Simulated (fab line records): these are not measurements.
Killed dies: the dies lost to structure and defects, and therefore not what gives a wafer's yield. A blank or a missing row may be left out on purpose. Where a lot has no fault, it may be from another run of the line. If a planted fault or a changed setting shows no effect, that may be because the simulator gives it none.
fab line records	flow sky130
record lots=7	wafers=19	last_day=50
route steps=708 shown METAL2@495 VIA2@507 PAD_OPEN@708
lots with no fault: from the same line, run without faults
start_h: start of the lot's first displayed wafer, in hours after the record's first day	wait_h: hours from the lot's prior step to this one	" identical to the entry in the row above	L1.1+2: a row that stands for several wafers	- no value present, or no start provided	* or withheld: withheld	< > ~ a bound
route shown NAME@n: NAME is a module with steps in the file, n the number in the route of the first one	usual: mean and standard deviation over wafers with no fault	same: alike in all rows	chamber/n: place in a boat	sites: per-site readings	_std_site: the values' standard deviation	_edge_site: the outer-site mean with the inner-site mean subtracted	radius_mm: for every site, how far away it sits from the centre of the wafer	mask NAME#n: copy n	behind: tool/chamber where the wafer was last shaped	hold: why the lot was held/for how many hours/how that ended	device: which transistor (n, p or np) failed to switch	end of line: the same wafers' tests at the end of the route	step lacking rows: just its recipe	killed: dies that structure and defects cost at the first sort, which is not the same as the wafer's yield	map: dies across one wafer; x = killed, . = not, _ = none there
set.NAME: the setting that was run; set.NAME@STEP: the one run at that earlier step	model.NAME: the simulator's own value behind a step, which no gauge read
lots seen at some steps along the route; tables by step, rows by wafer
services: from which hour (start_h, from the record's first day; less than 0 if before it) a tool's chamber was out of use, for how many hours, and why
## steps
# step SKY_METAL2_EXPOSE_12
# recipe mask_id=MM2	na=0.8	source_shape=annular	sigma_inner=0.55	sigma_outer=0.85	target_cd_nm=140	dose_mj=28
# step SKY_METAL2_PEB_13
# recipe peb_temp_c=withheld	peb_time_s=withheld	resist=KrF-thick
# step SKY_METAL2_DEVELOP_14
# recipe develop_time_s=60	resist=KrF-thick	dev_temp_c=21
# step SKY_METAL2_CD_MEAS_15
# recipe target_cd_nm=140
# usual cd_nm=140.3/1.4
lot.wafer	tool	chamber	start_h	wait_h	cd_nm
L686.1	cd_sem-02	-	846.05	-	139.4
L686.4	"	-	"	"	139.8
L686.6	"	-	"	"	140.7
L690.1	cd_sem-01	-	854.30	-	139.6
L690.5	"	-	"	"	139.4
L690.6	"	-	"	"	139.7
L691.3	cd_sem-02	-	855.08	-	138.4
L691.4	"	-	"	"	139.4
L691.5	"	-	"	"	139.1
L694.4	cd_sem-02	-	882.55	-	140.2
L700.2	cd_sem-02	-	917.42	-	140.3
L700.4	"	-	"	"	140.7
L700.5	"	-	"	"	139.7
L704.2	cd_sem-02	-	961.26	-	137.4
L704.3	"	-	"	"	136.5
L704.4	"	-	"	"	136.3
L707.2	cd_sem-01	-	970.37	-	140.5
L707.4	"	-	"	"	140.6
L707.5	"	-	"	"	140.1
# step SKY_METAL2_OVL_MEAS_16
# usual METAL2_OVL=1/5.4
lot.wafer	tool	chamber	start_h	wait_h	METAL2_OVL[nm]
L686.1	overlay-01	-	846.17	0.1	-6
L686.4	"	-	"	"	4
L686.6	"	-	"	"	5
L690.1	overlay-01	-	854.42	0.1	2
L690.5	"	-	"	"	3
L690.6	"	-	"	"	2
L691.3	overlay-02	-	855.18	0.1	-6
L691.4	"	-	"	"	4
L691.5	"	-	"	"	2
L694.4	overlay-02	-	882.63	0.1	8
L700.2	overlay-02	-	917.53	0.1	10
L700.4	"	-	"	"	5
L700.5	"	-	"	"	0
L704.2	overlay-01	-	961.37	0.1	-2
L704.3	"	-	"	"	-1
L704.4	"	-	"	"	-1
L707.2	overlay-01	-	970.48	0.1	-6
L707.4	"	-	"	"	-1
L707.5	"	-	"	"	-7
# step SKY_METAL2_DESCUM_17
# recipe chemistry=O2	source_power_w=150	bias_power_w=0	pressure_mtorr=10	temp_c=40	time_s=8
# usual drypump_motor_current_A=6.0/0.5	oes_product_au=1.002/0.0098
# same time_s=8
lot.wafer	tool	chamber	start_h	wait_h	drypump_motor_current_A	oes_product_au	rf_hours_counter_h
L686.1	rie_metal-01	0	846.21	0.0	6.0	0.996	4
L686.4	"	0	"	"	6.0	0.995	-
L686.6	"	0	"	"	6.0	0.998	-
L690.1	rie_metal-02	1	854.46	0.0	5.7	1.011	5
L690.5	"	1	"	"	5.7	1.002	-
L690.6	"	0	"	"	5.0	1.008	-
L691.3	rie_metal-02	0	855.21	0.0	5.0	1.003	-
L691.4	"	1	"	"	5.7	1.010	-
L691.5	"	1	"	"	5.7	0.999	-
L694.4	rie_metal-01	1	882.66	0.0	6.4	1.016	-
L700.2	rie_metal-04	0	917.56	0.0	6.2	0.988	13
L700.4	"	0	"	"	6.2	0.990	-
L700.5	"	1	"	"	6.5	0.998	-
L704.2	rie_metal-02	1	961.40	0.0	5.7	0.993	9
L704.3	"	1	"	"	5.7	1.001	-
L704.4	"	0	"	"	5.0	0.995	-
L707.2	rie_metal-01	0	970.51	0.0	6.0	1.005	11
L707.4	"	1	"	"	6.4	1.018	-
L707.5	"	0	"	"	6.0	1.009	-
# step SKY_METAL2_ETCH_18
# recipe chemistry=N2/H2	target=BARC	ion_energy_ev=200	bias_w=100	pressure_mtorr=30	n2_flow_sccm=100	h2_flow_sccm=200	icp_w=500	stop_on=SiO2	time_s=45.9	target_depth_a=600
# usual bias_w=100.0/0.31	drypump_motor_current_A=6.0/0.51	oes_product_au=0.855/0.0045	throttle_valve_pct=13.225/0.009
# same time_s=45.9
lot.wafer	tool	chamber	start_h	wait_h	bias_w	drypump_motor_current_A	oes_product_au	rf_hours_counter_h	throttle_valve_pct
L686.1	rie_metal-01	0	846.24	0.0	99.7	6.0	0.857	4	13.222
L686.4	"	0	"	"	99.7	6.0	0.848	-	13.216
L686.6	"	0	"	"	100.1	6.0	0.857	-	13.224
L690.1	rie_metal-02	1	854.50	0.0	100.1	5.7	0.857	5	13.247
L690.5	"	1	"	"	100.5	5.7	0.857	-	13.221
L690.6	"	0	"	"	100.4	4.9	0.856	-	13.217
L691.3	rie_metal-02	0	855.25	0.0	100.4	4.9	0.854	-	13.235
L691.4	"	1	"	"	100.2	5.7	0.853	-	13.226
L691.5	"	1	"	"	100.4	5.7	0.852	-	13.227
L694.4	rie_metal-01	1	882.70	0.0	99.8	6.4	0.860	-	13.212
L700.2	rie_metal-04	0	917.59	0.0	100.2	6.2	0.847	13	13.224
L700.4	"	0	"	"	99.8	6.3	0.860	-	13.227
L700.5	"	1	"	"	100.3	6.5	0.860	-	13.228
L704.2	rie_metal-02	1	961.43	0.0	100.3	5.8	0.858	9	13.222
L704.3	"	1	"	"	99.6	5.7	0.859	-	13.225
L704.4	"	0	"	"	100.1	5.0	0.852	-	13.230
L707.2	rie_metal-01	0	970.54	0.0	100.0	6.0	0.859	11	13.239
L707.4	"	1	"	"	100.5	6.4	0.855	-	13.233
L707.5	"	0	"	"	100.0	6.0	0.847	-	13.220
# step SKY_METAL2_METAL_ETCH_19
# recipe target_depth_a=3600	stop_on=SiO2	over_etch_frac=0.3	time_s=78	chemistry=Cl2/BCl3	resist_sidewall_deg=88	pressure_mtorr=10	icp_w=900	bias_w=48.5	Cl2_flow_sccm=60	bcl3_flow_sccm=30
# usual bcl3_flow_sccm=30.00/0.088	bias_w=48.52/0.15	drypump_motor_current_A=6.0/0.5	oes_product_au=0.854/0.0058	throttle_valve_pct=22.263/0.0096
# same time_s=78
lot.wafer	tool	chamber	start_h	wait_h	bcl3_flow_sccm	bias_w	drypump_motor_current_A	oes_product_au	rf_hours_counter_h	throttle_valve_pct
L686.1	rie_metal-01	0	846.30	0.0	29.98	48.38	6.0	0.861	5	22.273
L686.4	"	0	"	"	30.11	48.35	6.0	0.853	-	22.274
L686.6	"	0	"	"	29.93	48.24	6.0	0.857	-	22.250
L690.1	rie_metal-02	1	854.58	0.1	29.90	48.94	5.7	0.853	5	22.250
L690.5	"	1	"	"	29.98	48.44	5.7	0.850	-	22.268
L690.6	"	0	"	"	29.95	48.50	5.0	0.856	-	22.251
L691.3	rie_metal-02	0	855.32	0.1	29.94	48.75	5.0	0.853	-	22.251
L691.4	"	1	"	"	30.02	48.58	5.7	0.854	-	22.261
L691.5	"	1	"	"	30.01	48.72	5.7	0.855	-	22.268
L694.4	rie_metal-01	1	882.77	0.1	29.93	48.38	6.4	0.861	-	22.267
L700.2	rie_metal-04	0	917.65	0.0	29.90	48.67	6.2	0.857	13	22.251
L700.4	"	0	"	"	30.00	48.52	6.2	0.853	-	22.249
L700.5	"	1	"	"	29.98	48.51	6.5	0.855	-	22.258
L704.2	rie_metal-02	1	961.49	0.0	29.97	48.48	5.7	0.861	9	22.263
L704.3	"	1	"	"	29.87	48.40	5.7	0.853	-	22.263
L704.4	"	0	"	"	29.98	48.54	5.0	0.847	-	22.245
L707.2	rie_metal-01	0	970.60	0.0	29.91	48.63	6.0	0.851	11	22.253
L707.4	"	1	"	"	29.93	48.48	6.4	0.857	-	22.270
L707.5	"	0	"	"	30.05	48.50	6.0	0.857	-	22.244
# step SKY_METAL2_STRIP_20
# recipe chemistry=O2/N2	power_w=1400	pressure_mtorr=1500	platen_temp_c=withheld	o2_flow_sccm=3000	n2_flow_sccm=300	overash_fraction=0.5
# usual drypump_motor_current_A=6.1/0.44	oes_product_au=0.342/0.0046	strip_time_to_endpoint_s=2.68/0.044
lot.wafer	tool	chamber	start_h	wait_h	drypump_motor_current_A	oes_product_au	rf_hours_counter_h	strip_time_to_endpoint_s
L686.1	plasma_asher-04	0	846.39	0.1	5.7	0.341	105	2.65
L686.4	"	0	"	"	5.7	0.333	-	2.63
L686.6	"	1	"	"	6.6	0.336	-	2.62
L690.1	plasma_asher-01	0	854.70	0.1	6.1	0.340	10	2.64
L690.5	"	0	"	"	6.1	0.338	-	2.61
L690.6	"	1	"	"	5.6	0.331	-	2.65
L691.3	plasma_asher-01	0	855.42	0.1	6.1	0.342	-	2.69
L691.4	"	1	"	"	5.6	0.346	-	2.68
L691.5	"	1	"	"	5.5	0.351	-	2.70
L694.4	plasma_asher-04	0	882.87	0.1	5.7	0.340	-	2.61
L700.2	plasma_asher-01	0	917.74	0.1	6.1	0.342	17	2.75
L700.4	"	0	"	"	6.1	0.352	-	2.74
L700.5	"	1	"	"	5.6	0.343	-	2.67
L704.2	plasma_asher-02	1	961.58	0.1	6.8	0.346	53	2.71
L704.3	"	1	"	"	6.8	0.337	-	2.68
L704.4	"	0	"	"	6.1	0.345	-	2.70
L707.2	plasma_asher-02	0	970.69	0.1	6.1	0.342	54	2.69
L707.4	"	0	"	"	6.1	0.344	-	2.64
L707.5	"	1	"	"	6.8	0.346	-	2.70
# step SKY_METAL2_STRIP_21
# recipe chemistry=post_etch_residue_remover	time_s=1200	temp_c=72.5
# step SKY_METAL2_CLEAN_22
# recipe chemistry=IPA	time_s=180	temp_c=25
# step SKY_METAL2_CLEAN_23
# recipe chemistry=O3/DIW	dry=n2_spin
# step SKY_VIA2_HDPCVD_00
# recipe material=SiO2	target_thk_nm=1180	sigma_open_frac=0.3	time_s=196.7	temp_c=400	sih4_flow_sccm=60	pressure_mtorr=6
# usual run_length_s=224.5/0.51	sih4_flow_sccm=59.98/0.16
lot.wafer	tool	chamber	start_h	wait_h	run_length_s	sih4_flow_sccm	model.SiO2_of_VIA2_HDPCVD_00.thk_nm
L686.1	hdpcvd-01	2	846.98	0.0	224.0	59.89	1202
L686.4	"	2	"	"	224.0	59.88	1193
L686.6	"	1	"	"	225.6	60.02	1203
L690.1	hdpcvd-01	1	855.30	0.0	225.0	60.18	1194
L690.5	"	1	"	"	225.0	59.99	1188
L690.6	"	0	"	"	305.7	59.91	1678
L691.3	hdpcvd-01	0	855.98	0.0	305.3	60.10	1682
L691.4	"	0	"	"	305.7	60.13	1686
L691.5	"	2	"	"	224.4	60.10	1204
L694.4	hdpcvd-01	0	883.50	0.1	305.8	59.90	1675
L700.2	hdpcvd-02	0	918.34	0.0	224.4	60.04	1197
L700.4	"	0	"	"	224.3	59.88	1202
L700.5	"	2	"	"	225.1	59.93	1194
L704.2	hdpcvd-02	1	962.18	0.0	224.2	59.91	1191
L704.3	"	1	"	"	224.5	59.91	1200
L704.4	"	2	"	"	225.1	59.72	1194
L707.2	hdpcvd-01	2	971.32	0.0	224.4	60.10	1176
L707.4	"	1	"	"	224.8	60.22	1181
L707.5	"	2	"	"	223.9	59.89	1189
# step SKY_VIA2_THK_MEAS_01
# recipe reads=SiO2_of_VIA2_HDPCVD_00
# usual VIA2_HDPCVD_THK=1185/13
lot.wafer	tool	chamber	start_h	wait_h	VIA2_HDPCVD_THK[nm]
L686.1	film_metro-02	-	847.11	0.1	1202
L686.4	"	-	"	"	1192
L686.6	"	-	"	"	1204
L690.1	film_metro-04	-	855.42	0.1	1194
L690.5	"	-	"	"	1187
L690.6	"	-	"	"	1679
L691.3	film_metro-04	-	856.12	0.1	1681
L691.4	"	-	"	"	1686
L691.5	"	-	"	"	1204
L694.4	film_metro-01	-	883.60	0.0	1676
L700.2	film_metro-02	-	918.47	0.1	1197
L700.4	"	-	"	"	1203
L700.5	"	-	"	"	1192
L704.2	film_metro-04	-	962.38	0.1	1190
L704.3	"	-	"	"	1200
L704.4	"	-	"	"	1193
L707.2	film_metro-01	-	971.46	0.1	1175
L707.4	"	-	"	"	1179
L707.5	"	-	"	"	1189
# step SKY_VIA2_CMP_02
# recipe material=SiO2	down_force_psi=4	platen_rpm=60	pad_velocity_m_s=0.94248
# usual motor_current_A=11.7/0.68	slurry_filter_dp_kPa=13.49/0.14
lot.wafer	tool	chamber	start_h	wait_h	motor_current_A	slurry_filter_dp_kPa
L686.4	cmp-01	1	847.22	0.1	12.1	13.62
L686.1	"	2	"	"	11.3	13.79
L686.6	"	1	"	"	11.6	13.53
L690.1	cmp-02	3	855.58	0.1	11.2	13.16
L690.6	"	1	"	"	12.2	13.50
L690.5	"	2	"	"	10.6	13.52
L691.3	cmp-01	3	856.16	0.0	11.0	13.55
L691.4	"	0	"	"	12.5	13.29
L691.5	"	3	"	"	10.6	13.43
L694.4	cmp-01	2	884.11	0.5	11.5	13.65
L700.4	cmp-01	1	918.88	0.4	11.5	13.44
L700.2	"	2	"	"	11.4	13.37
L700.5	"	0	"	"	11.5	13.69
L704.4	cmp-01	1	962.48	0.1	12.5	13.50
L704.3	"	2	"	"	12.2	13.48
L704.2	"	3	"	"	10.6	13.92
L707.4	cmp-02	1	971.59	0.1	12.8	13.50
L707.2	"	3	"	"	11.4	13.52
L707.5	"	1	"	"	12.0	13.32
# step SKY_PAD_OPEN_PROBE_99
# usual defect_limited_yield=82.4/2	killed_at_M0_to_M3=44/7.4	killed_at_M4_up=3.0/1.6	killed_at_contacts=24/5	killed_at_front_end=15/4.6	killed_at_other=0.4/0.65	killed_dies=86/9.6	killed_open=48/7.4	killed_short=38/6.9	sort_bin_3_pad_short=0.9/0.43	sort_bin_5_function=10.4/1.3	sort_bin_6_memory=6.3/1.2	sort_n_pass=406/9.6	sort_yield_pct=82.4/2
# same gross_dies=492	killed_at_back_side=0	sort_bin_4_leakage[%]=0	sort_bin_8_speed[%]=0
lot.wafer	tool	chamber	start_h	wait_h	defect_limited_yield[%]	killed_at_M0_to_M3	killed_at_M4_up	killed_at_contacts	killed_at_front_end	killed_at_other	killed_dies	killed_open	killed_short	sort_bin_3_pad_short[%]	sort_bin_5_function[%]	sort_bin_6_memory[%]	sort_n_pass	sort_yield_pct[%]
L686.1	prober-02	-	1093.15	0.1	82.5	38	5	29	14	0	86	47	39	0.6	10.8	6.1	406	82.5
L686.4	prober-02	-	1093.30	0.2	80.7	50	2	24	19	0	95	53	41	0.6	10.8	7.9	397	80.7
L686.6	prober-02	-	1093.40	0.2	82.7	44	0	26	15	0	85	43	42	1.0	11.0	5.3	407	82.7
L690.1	prober-01	-	1108.28	0.1	84.1	48	2	21	7	0	78	43	35	0.8	8.9	6.1	414	84.1
L690.5	prober-01	-	1108.48	0.2	79.5	57	2	22	20	0	101	64	37	0.8	13.0	6.7	391	79.5
L690.6	prober-01	-	1108.53	0.2	82.3	48	0	26	13	0	87	51	36	1.0	11.0	5.7	405	82.3
L691.3	prober-02	-	1109.56	0.2	81.3	42	5	30	15	0	92	54	38	0.4	11.4	6.9	400	81.3
L691.4	prober-02	-	1109.61	0.2	81.1	49	3	21	20	0	93	51	42	1.2	12.8	4.9	399	81.1
L691.5	prober-02	-	1109.66	0.2	83.1	42	3	24	13	1	83	52	30	0.4	9.8	6.7	409	83.1
L700.2	prober-01	-	1151.16	0.1	80.1	51	1	24	22	0	98	56	42	0.4	12.4	7.1	394	80.1
L700.4	prober-01	-	1151.26	0.2	81.1	46	2	27	18	0	93	49	44	1.0	13.0	4.9	399	81.1
L700.5	prober-01	-	1151.31	0.2	80.1	43	5	24	25	1	98	51	46	1.6	9.1	9.1	394	80.1
L704.2	prober-01	-	1185.06	0.1	86.2	38	3	16	11	0	68	34	34	0.8	8.5	4.5	424	86.2
L704.3	prober-01	-	1185.11	0.2	82.7	41	4	22	18	0	85	43	41	0.8	10.2	6.3	407	82.7
L704.4	prober-01	-	1185.16	0.2	82.5	38	5	33	10	0	86	43	43	0.6	10.2	6.7	406	82.5
L707.2	prober-02	-	1188.23	0.1	81.9	44	1	24	20	0	89	49	40	1.4	10.0	6.7	403	81.9
L707.4	prober-02	-	1188.33	0.2	82.7	39	4	27	15	0	85	39	46	1.6	8.5	7.1	407	82.7
L707.5	prober-02	-	1188.38	0.2	80.5	51	3	34	8	0	96	55	41	0.4	11.2	7.9	396	80.5
# killed by level:class
L686.1 CONTACT:geometric_particle:open=12 VIA1:geometric_particle:open=10 FIELD_ISO:geometric_particle:short=8 LI_CONTACT:geometric_particle:open=6 VIA3:geometric_particle:open=6 VIA1:geometric_particle:short=6 CONTACT:geometric_particle:short=5 VIA2:geometric_particle:open=5
L686.4 CONTACT:geometric_particle:open=12 VIA2:geometric_particle:open=10 VIA3:geometric_particle:open=10 VIA1:geometric_particle:open=8 METAL1:geometric_particle:short=6 POLY_GATE:geometric_particle:open=5 CONTACT:geometric_particle:short=5 POLY_GATE:geometric_particle:short=4
L686.6 CONTACT:geometric_particle:open=12 VIA3:geometric_particle:open=9 METAL1:geometric_particle:short=8 VIA1:geometric_particle:short=6 POLY_GATE:geometric_particle:short=5 LI_CONTACT:geometric_particle:open=5 CONTACT:geometric_particle:short=5 VIA1:geometric_particle:open=5
L690.1 LI_CONTACT:geometric_particle:open=9 METAL1:geometric_particle:short=9 VIA1:geometric_particle:open=8 VIA3:geometric_particle:open=8 VIA2:geometric_particle:open=6 CONTACT:geometric_particle:short=5 CONTACT:geometric_particle:open=5 METAL2:geometric_particle:short=5
L690.5 VIA1:geometric_particle:open=14 VIA2:geometric_particle:open=14 VIA3:geometric_particle:open=9 POLY_GATE:geometric_particle:short=8 METAL2:geometric_particle:short=7 CONTACT:geometric_particle:open=7 LI_CONTACT:geometric_particle:open=6 FIELD_ISO:geometric_particle:open=5
L690.6 VIA1:geometric_particle:open=15 CONTACT:geometric_particle:open=12 METAL1:geometric_particle:short=6 VIA1:geometric_particle:short=6 METAL2:geometric_particle:short=6 LI_CONTACT:geometric_particle:open=5 VIA2:geometric_particle:open=5 VIA3:geometric_particle:open=5
L691.3 LI_CONTACT:geometric_particle:open=10 VIA1:geometric_particle:open=9 VIA3:geometric_particle:open=8 CONTACT:geometric_particle:open=8 VIA2:geometric_particle:short=6 METAL1:geometric_particle:short=5 LI_CONTACT:geometric_particle:short=4 LOCAL_INTERCONNECT:geometric_particle:short=4
L691.4 VIA1:geometric_particle:open=12 LI_CONTACT:geometric_particle:open=9 VIA3:geometric_particle:open=9 METAL2:geometric_particle:short=8 VIA1:geometric_particle:short=7 POLY_GATE:geometric_particle:short=6 CONTACT:geometric_particle:open=6 FIELD_ISO:geometric_particle:short=5
L691.5 VIA1:geometric_particle:open=11 VIA3:geometric_particle:open=10 LI_CONTACT:geometric_particle:open=9 CONTACT:geometric_particle:open=9 FIELD_ISO:geometric_particle:open=4 VIA2:geometric_particle:short=4 METAL2:geometric_particle:short=4 LOCAL_INTERCONNECT:geometric_particle:short=3
L700.2 VIA1:geometric_particle:open=17 FIELD_ISO:geometric_particle:open=8 LI_CONTACT:geometric_particle:open=7 CONTACT:geometric_particle:open=6 VIA1:geometric_particle:short=6 VIA2:geometric_particle:open=6 LOCAL_INTERCONNECT:geometric_particle:short=5 VIA3:geometric_particle:open=5
L700.4 VIA3:geometric_particle:open=11 VIA1:geometric_particle:open=11 CONTACT:geometric_particle:short=8 VIA2:geometric_particle:open=7 CONTACT:geometric_particle:open=6 FIELD_ISO:geometric_particle:short=5 POLY_GATE:geometric_particle:open=5 LI_CONTACT:geometric_particle:open=5
L700.5 VIA1:geometric_particle:open=12 FIELD_ISO:geometric_particle:short=8 VIA3:geometric_particle:open=8 LI_CONTACT:geometric_particle:open=8 CONTACT:geometric_particle:open=8 FIELD_ISO:geometric_particle:open=6 POLY_GATE:geometric_particle:open=4 LOCAL_INTERCONNECT:geometric_particle:short=4
L704.2 VIA1:geometric_particle:open=11 METAL2:geometric_particle:short=7 LOCAL_INTERCONNECT:geometric_particle:short=5 VIA3:geometric_particle:open=5 FIELD_ISO:geometric_particle:short=4 LI_CONTACT:geometric_particle:open=4 VIA3:geometric_particle:short=3 CONTACT:geometric_particle:open=3
L704.3 VIA1:geometric_particle:open=11 METAL2:geometric_particle:short=9 CONTACT:geometric_particle:open=7 FIELD_ISO:geometric_particle:open=6 LOCAL_INTERCONNECT:geometric_particle:short=6 LI_CONTACT:geometric_particle:short=4 VIA2:geometric_particle:open=4 VIA3:geometric_particle:open=4
L704.4 CONTACT:geometric_particle:open=10 LI_CONTACT:geometric_particle:open=9 VIA1:geometric_particle:open=8 METAL2:geometric_particle:short=7 LOCAL_INTERCONNECT:geometric_particle:short=6 CONTACT:geometric_particle:short=6 FIELD_ISO:geometric_particle:open=5 METAL1:geometric_particle:short=5
L707.2 VIA1:geometric_particle:open=16 CONTACT:geometric_particle:open=8 POLY_GATE:geometric_particle:open=6 POLY_GATE:geometric_particle:short=6 VIA2:geometric_particle:open=6 LI_CONTACT:geometric_particle:open=6 VIA1:geometric_particle:short=6 METAL2:geometric_particle:short=6
L707.4 CONTACT:geometric_particle:open=8 VIA1:geometric_particle:open=8 FIELD_ISO:geometric_particle:short=6 LI_CONTACT:geometric_particle:open=6 CONTACT:geometric_particle:short=6 METAL2:geometric_particle:short=6 VIA2:geometric_particle:open=5 METAL3:geometric_particle:short=4
L707.5 CONTACT:geometric_particle:open=15 VIA1:geometric_particle:open=14 CONTACT:geometric_particle:short=8 VIA1:geometric_particle:short=8 LI_CONTACT:geometric_particle:open=6 METAL2:geometric_particle:short=5 VIA2:geometric_particle:open=4 VIA2:geometric_particle:short=4
## services
tool	chamber	start_h	hours	kind
cmp-01	-	829.99	4.0	pm
plasma_asher-02	-	830.95	2.8	pm
plasma_asher-01	-	838.78	2.8	pm
cmp-01	-	842.75	0.4	repair
cmp-01	-	873.79	9.9	pm
cmp-02	-	889.75	6.3	pm
cmp-02	-	897.26	3.0	repair
plasma_asher-04	-	897.30	12.7	repair
rie_metal-04	-	903.25	1.4	pm
cmp-01	-	903.37	2.6	repair
cmp-02	-	905.59	1.4	repair
cmp-01	-	912.17	4.0	pm
cmp-01	-	916.17	-	consumable_replace:conditioner
cmp-01	-	916.17	-	consumable_replace:pad
cmp-02	-	917.61	5.5	repair
cmp-02	-	931.48	0.6	repair
plasma_asher-01	-	937.68	1.3	repair
rie_metal-04	-	938.96	0.5	repair
hdpcvd-01	-	950.25	15.0	pm
hdpcvd-01	0	950.25	15.0	vent_cycle
hdpcvd-01	1	950.34	14.9	repair
hdpcvd-02	0	951.66	12.9	repair
cmp-01	-	952.13	1.7	repair
cmp-02	-	968.66	2.0	repair
## key
first_sign step=SKY_VIA2_HDPCVD_00	reading=run_length_s	direction=up	sigmas=99+	usual=*	struck=*
effect step=SKY_VIA2_THK_MEAS_01	reading=VIA2_HDPCVD_THK	direction=up	sigmas=39	usual=1185	struck=1680
model_effect step=SKY_VIA2_HDPCVD_00	value=SiO2_of_VIA2_HDPCVD_00.thk_nm	without=1193	struck=1680
met_at SKY_VIA2_HDPCVD_00
struck_wafers L690.6,L691.3,L691.4,L694.4
rows_end L694.4
fault kind=process_parameter_drift	tool=hdpcvd-01	chamber=0	onset_h=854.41	steps=SKY_VIA2_HDPCVD_00	channel=time_s	offset=*	shape=step	end_h=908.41	acts_in=*	stated=*
# rows_end: these wafers met a further fault down the route, and their rows from its step on are left out
